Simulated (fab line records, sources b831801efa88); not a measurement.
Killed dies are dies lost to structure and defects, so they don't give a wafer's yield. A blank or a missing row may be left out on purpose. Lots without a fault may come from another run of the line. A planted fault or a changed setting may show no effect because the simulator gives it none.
Split-lot experiment | flow sky130 | 5 lots, 23 wafers read, on a route of 708 steps

THE SPLIT
At SKY_SD_N_STRIP_11 (strips in O2/N2), the setting power_w was moved away from the recipe's 1400 W on 6 of the 23 wafers read, by -11.0% to -9.6%. The other wafers ran this setting at the recipe's value.

The reading is taken at the split's own step.

THE READING
oes_product_au, in a.u., at SKY_SD_N_STRIP_11 (strips in O2/N2). Fault-free wafers of this fab line usually give 0.528 a.u., standard deviation 0.0043 a.u..

wafer  | tool, chamber at the split | power_w as run, W | against the recipe | oes_product_au, a.u. | against lot-mates on the recipe
L074.1 | plasma_asher-01, 1         | 1400              | recipe             | 0.528                | -
L074.3 | plasma_asher-01, 0         | 1246              | -11.0%             | 0.499                | -0.027
L074.4 | plasma_asher-01, 1         | 1246              | -11.0%             | 0.502                | -0.024
L074.5 | plasma_asher-01, 1         | 1246              | -11.0%             | 0.502                | -0.024
L074.6 | plasma_asher-01, 0         | 1400              | recipe             | 0.525                | -
L080.1 | plasma_asher-01, 1         | 1400              | recipe             | 0.527                | -
L080.2 | plasma_asher-01, 0         | 1400              | recipe             | 0.528                | -
L080.3 | plasma_asher-01, 0         | 1400              | recipe             | 0.534                | -
L080.4 | plasma_asher-01, 1         | 1400              | recipe             | 0.530                | -
L080.5 | plasma_asher-01, 1         | 1400              | recipe             | 0.523                | -
L081.1 | plasma_asher-01, 0         | 1400              | recipe             | 0.529                | -
L081.3 | plasma_asher-01, 0         | 1400              | recipe             | 0.528                | -
L081.6 | plasma_asher-01, 1         | 1400              | recipe             | 0.532                | -
L083.1 | plasma_asher-01, 1         | 1265              | -9.6%              | 0.503                | -0.024
L083.2 | plasma_asher-01, 0         | 1265              | -9.6%              | 0.506                | -0.021
L083.3 | plasma_asher-01, 1         | 1400              | recipe             | 0.524                | -
L083.4 | plasma_asher-01, 0         | 1265              | -9.6%              | 0.510                | -0.017
L083.6 | plasma_asher-01, 0         | 1400              | recipe             | 0.530                | -
L085.1 | plasma_asher-02, 1         | 1400              | recipe             | 0.528                | -
L085.2 | plasma_asher-02, 0         | 1400              | recipe             | 0.537                | -
L085.3 | plasma_asher-02, 0         | 1400              | recipe             | 0.519                | -
L085.4 | plasma_asher-02, 1         | 1400              | recipe             | 0.533                | -
L085.5 | plasma_asher-02, 0         | 1400              | recipe             | 0.527                | -

THE FIT
A straight line over all 23 wafers: oes_product_au changes by +0.0024 a.u. for each +1% of power_w; r = +0.94; the points scatter about the line by 0.004 a.u..
The same after taking each lot's own level away (the mean of its wafers on the recipe; 23 wafers): +0.00224 a.u. for each +1%; r = +0.94; scatter 0.0039 a.u..
On that fit, the largest move of power_w shifts the reading by 0.025 a.u..
The lots' own levels span 0.5265 to 0.5297 a.u., that is 0.7 times the standard deviation above.
So the lot-to-lot level changes the slope little: the two slopes agree.
Check: with one of the wafers moved furthest among these (-11.0%) left out of the fit, the line predicts -0.024 a.u. for it against its lot-mates. It came out at -0.0275 a.u. against them.
Tool readings at the split's step, against how far the setting was moved: oes_product_au r = +0.94; strip_time_to_endpoint_s r = -1.00.

THE WHOLE CHAIN: every reading that the file lists as answering this split, in the file's order
step              | what it does    | reading                  | change (the file's fit)                   | r (the file's)
SKY_SD_N_STRIP_11 | strips in O2/N2 | oes_product_au           | +0.00225 a.u. for each +1% of the setting | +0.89
SKY_SD_N_STRIP_11 | strips in O2/N2 | strip_time_to_endpoint_s | withheld for each +1% of the setting      | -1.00

THE FILE'S OWN FIT
oes_product_au changes by +0.00225 a.u. for each +1% of power_w, r = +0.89.
